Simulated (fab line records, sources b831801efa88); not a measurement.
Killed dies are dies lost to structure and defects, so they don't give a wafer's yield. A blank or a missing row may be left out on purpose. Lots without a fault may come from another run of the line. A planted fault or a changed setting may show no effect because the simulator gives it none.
Which tool did it? | flow sky130 | 14 lots, 42 wafers sampled, at 6 steps of a route of 708

WHAT THE GAUGES READ, wafer by wafer
SKY_VT_ADJUST_LVTN_OVL_MEAS_07. Usual: VT_ADJUST_LVTN_OVL -0.5 nm, standard deviation 1.3.
lot  | measured     | on         | VT_ADJUST_LVTN_OVL (nm) | flag
L415 | day 6 19:53  | overlay-02 | -1.1 0.2 1.5            |
L416 | day 7 05:04  | overlay-01 | -2.9 -1.4 -1.1          |
L418 | day 7 16:13  | overlay-02 | -1.8 -1.9 -2.4          |
L419 | day 7 21:13  | overlay-02 | -0.4 -1.5 -0.4          |
L420 | day 8 04:16  | overlay-02 | 0.2 0.0 -2.3            |
L421 | day 8 10:39  | overlay-02 | -1.8 -1.9 -0.2          |
L423 | day 9 00:28  | overlay-01 | -0.1 0.2 -1.2           |
L424 | day 9 06:29  | overlay-02 | -0.2 -0.2 -0.3          |
L426 | day 9 19:54  | overlay-02 | 0.2 -0.9 0.1            |
L428 | day 10 08:13 | overlay-01 | 2.5 1.5 3.3             |
L429 | day 10 17:33 | overlay-02 | 0.4 0.2 0.3             |
L433 | day 11 23:58 | overlay-01 | 0.0 0.8 1.0             |
L435 | day 12 07:08 | overlay-01 | - - -                   | OFF
L436 | day 12 12:35 | overlay-01 | - - -                   | OFF

SKY_VT_ADJUST_LVTN_TW_MEAS_10. Usual: VT_ADJUST_LVTN_TW 238.1, standard deviation 3.
lot  | measured     | on            | VT_ADJUST_LVTN_TW | flag
L415 | day 6 20:11  | film_metro-04 | 242.1 240.7 240.2 |
L416 | day 7 05:22  | film_metro-01 | 235.1 234.3 234.0 |
L418 | day 7 16:29  | film_metro-02 | 241.0 242.2 242.0 |
L419 | day 7 21:30  | film_metro-01 | 235.6 236.1 235.3 |
L420 | day 8 04:32  | film_metro-01 | 236.0 236.0 236.3 |
L421 | day 8 10:56  | film_metro-04 | 239.6 240.8 241.6 |
L423 | day 9 00:44  | film_metro-01 | 235.3 234.5 233.4 |
L424 | day 9 06:47  | film_metro-01 | 235.2 234.3 234.4 |
L426 | day 9 20:12  | film_metro-01 | 235.0 234.8 234.1 |
L428 | day 10 08:29 | film_metro-02 | 240.8 240.8 239.6 |
L429 | day 10 17:51 | film_metro-01 | 235.1 234.3 235.2 |
L433 | day 12 00:14 | film_metro-01 | 237.0 235.2 235.0 |
L435 | day 12 07:26 | film_metro-04 | 30.0 29.9 29.7    | OFF
L436 | day 12 12:53 | film_metro-02 | 30.1 30.0 29.8    | OFF

SKY_RES_XHIGH_TW_MEAS_09. Usual: RES_XHIGH_TW 1634, standard deviation 7.4.
lot  | measured     | on            | RES_XHIGH_TW   | flag
L415 | day 26 12:37 | film_metro-03 | 1645 1643 1645 |
L416 | day 26 12:27 | film_metro-02 | 1624 1626 1619 |
L418 | day 28 08:57 | film_metro-04 | 1646 1649 1650 |
L419 | day 31 21:13 | film_metro-04 | 1646 1628 1641 |
L420 | day 31 22:30 | film_metro-04 | 1636 1639 1631 |
L421 | day 31 23:43 | film_metro-02 | 1638 1634 1628 |
L423 | day 32 03:02 | film_metro-03 | 1638 1632 1641 |
L424 | day 32 00:44 | film_metro-02 | 1630 1631 1625 |
L426 | day 32 01:04 | film_metro-04 | 1632 1633 1628 |
L428 | day 32 10:12 | film_metro-04 | 1641 1632 1637 |
L429 | day 32 09:17 | film_metro-04 | 1639 1641 1636 |
L433 | day 32 14:29 | film_metro-04 | 1633 1640 1640 |
L435 | day 33 01:22 | film_metro-03 | 1641 1643 1639 |
L436 | day 33 05:27 | film_metro-02 | 1640 1638 1633 |

SKY_LI_CONTACT_THK_MEAS_01. Usual: LI_CONTACT_HDPCVD_THK 931 nm, standard deviation 8.7.
lot  | measured     | on            | LI_CONTACT_HDPCVD_THK (nm) | flag
L415 | day 27 18:37 | film_metro-04 | 937 930 933                |
L416 | day 27 17:35 | film_metro-04 | 933 939 932                |
L418 | day 29 14:07 | film_metro-02 | 940 926 927                |
L419 | day 33 00:31 | film_metro-04 | 928 920 929                |
L420 | day 33 02:34 | film_metro-02 | 923 943 938                |
L421 | day 33 03:32 | film_metro-04 | 932 925 924                |
L423 | day 33 07:22 | film_metro-03 | 931 934 931                |
L424 | day 33 04:52 | film_metro-03 | 917 927 929                |
L426 | day 33 05:05 | film_metro-03 | 941 937 946                |
L428 | day 33 13:55 | film_metro-03 | 937 939 938                |
L429 | day 33 13:08 | film_metro-04 | 933 933 930                |
L433 | day 33 17:52 | film_metro-04 | 932 939 926                |
L435 | day 34 05:31 | film_metro-03 | 925 919 923                |
L436 | day 34 08:58 | film_metro-02 | 944 937 930                |

WHICH TOOL RAN EACH LOT (tool, then ch and the chambers of the sampled wafers, then the start)
lot  | SKY_FIELD_ISO_ETCH_17           | SKY_VT_ADJUST_LVTN_DEVELOP_06
L415 | rie_si-02 ch 0,3, day 2 07:59   | litho_track-02 ch 0, day 6 19:00
L416 | rie_si-01 ch 1,2,3, day 2 12:32 | litho_track-01 ch 0, day 7 04:00
L418 | rie_si-02 ch 1,2,3, day 2 22:01 | litho_track-03 ch 0, day 7 16:00
L419 | rie_si-01 ch 0,1,2, day 3 02:43 | litho_track-01 ch 0, day 7 21:00
L420 | rie_si-02 ch 1,3, day 3 06:52   | litho_track-03 ch 0, day 8 04:00
L421 | rie_si-01 ch 1,2,3, day 3 13:25 | litho_track-02 ch 0, day 8 10:00
L423 | rie_si-01 ch 0,1,3, day 3 22:32 | litho_track-03 ch 0, day 9 00:00
L424 | rie_si-02 ch 0,1, day 4 02:55   | litho_track-02 ch 0, day 9 06:00
L426 | rie_si-01 ch 2,3, day 4 14:07   | litho_track-02 ch 0, day 9 19:00
L428 | rie_si-01 ch 1,2,3, day 5 00:32 | litho_track-03 ch 0, day 10 08:00
L429 | rie_si-01 ch 0,3, day 5 07:25   | litho_track-02 ch 0, day 10 17:00
L433 | rie_si-02 ch 0,1,3, day 6 01:58 | litho_track-03 ch 0, day 11 23:00
L435 | rie_si-01 ch 0,3, day 6 13:46   | litho_track-02 ch 0, day 12 06:00
L436 | rie_si-01 ch 0,1,3, day 6 18:13 | litho_track-02 ch 0, day 12 12:00
- SKY_FIELD_ISO_ETCH_17: etches Si in HBr/Cl2/O2, target depth 342 nm, time 97.7 s.
- SKY_VT_ADJUST_LVTN_DEVELOP_06: develop time 60 s.

WHAT THE TOOLS THEMSELVES READ (means of the sampled wafers that have a number; where no wafer has one, the mark that the record gives instead)
SKY_FIELD_ISO_ETCH_17. Usual: drypump_motor_current_A 5.9 A, standard deviation 0.49; mfc_cl2_sccm 39.98 sccm, standard deviation 0.12; oes_product_au 0.999 a.u., standard deviation 0.014; throttle_valve_pct 25.659 %, standard deviation 0.013.
lot  | tool      | drypump_motor_current_A (A) | mfc_cl2_sccm (sccm) | oes_product_au (a.u.) | throttle_valve_pct (%) | flag
L415 | rie_si-02 | 5.2                         | 40.01               | 0.998                 | 25.654                 |
L416 | rie_si-01 | 6.2                         | 40.03               | 0.998                 | 25.662                 |
L418 | rie_si-02 | 5.6                         | 40.05               | 1.008                 | 25.658                 |
L419 | rie_si-01 | 6.0                         | 39.97               | 1.000                 | 25.664                 |
L420 | rie_si-02 | 5.2                         | 39.98               | 1.014                 | 25.652                 |
L421 | rie_si-01 | 6.2                         | 40.00               | 1.009                 | 25.656                 |
L423 | rie_si-01 | 5.8                         | 40.04               | 1.003                 | 25.651                 |
L424 | rie_si-02 | 5.8                         | 39.99               | 0.998                 | 25.655                 |
L426 | rie_si-01 | 6.5                         | 39.95               | 0.991                 | 25.667                 |
L428 | rie_si-01 | 6.2                         | 39.97               | 0.998                 | 25.667                 |
L429 | rie_si-01 | 6.0                         | 40.00               | 1.009                 | 25.656                 |
L433 | rie_si-02 | 5.5                         | 40.00               | 0.997                 | 25.666                 |
L435 | rie_si-01 | 5.8                         | 40.07               | 1.001                 | 25.657                 |
L436 | rie_si-01 | 5.8                         | 40.03               | 0.999                 | 25.659                 |

THE ANSWER, worked out from the rows above alone
Rule: a lot is off if the mean of its wafers that have a number lies more than 3 standard deviations from the usual mean. A lot without any number at a reading at which 4 lots or more have one is off too. The other lots that the step has rows for count as sound. The gauges are gone through in route order, then the tools' own readings, and for those a lot's mean is taken as printed above. The first step at which some lot is off is used, and at that step the reading that is off furthest; a lot without a number counts as furthest.
Off: L435, L436, at SKY_VT_ADJUST_LVTN_OVL_MEAS_07 (VT_ADJUST_LVTN_OVL). Without a number there: L435, L436.
A tool fits if, at a process step before that reading, it ran every lot that is off, and no sound lot after the first of them. The gauges at SKY_VT_ADJUST_LVTN_OVL_MEAS_07 aren't tried: what is off there is off at SKY_VT_ADJUST_LVTN_TW_MEAS_10 too, on other tools, and a gauge's error can't cause that. Can't be told from this: 2 tools fit, rie_si-01 at SKY_FIELD_ISO_ETCH_17, litho_track-02 at SKY_VT_ADJUST_LVTN_DEVELOP_06.

WHAT THE SIMULATOR HAD PUT IN
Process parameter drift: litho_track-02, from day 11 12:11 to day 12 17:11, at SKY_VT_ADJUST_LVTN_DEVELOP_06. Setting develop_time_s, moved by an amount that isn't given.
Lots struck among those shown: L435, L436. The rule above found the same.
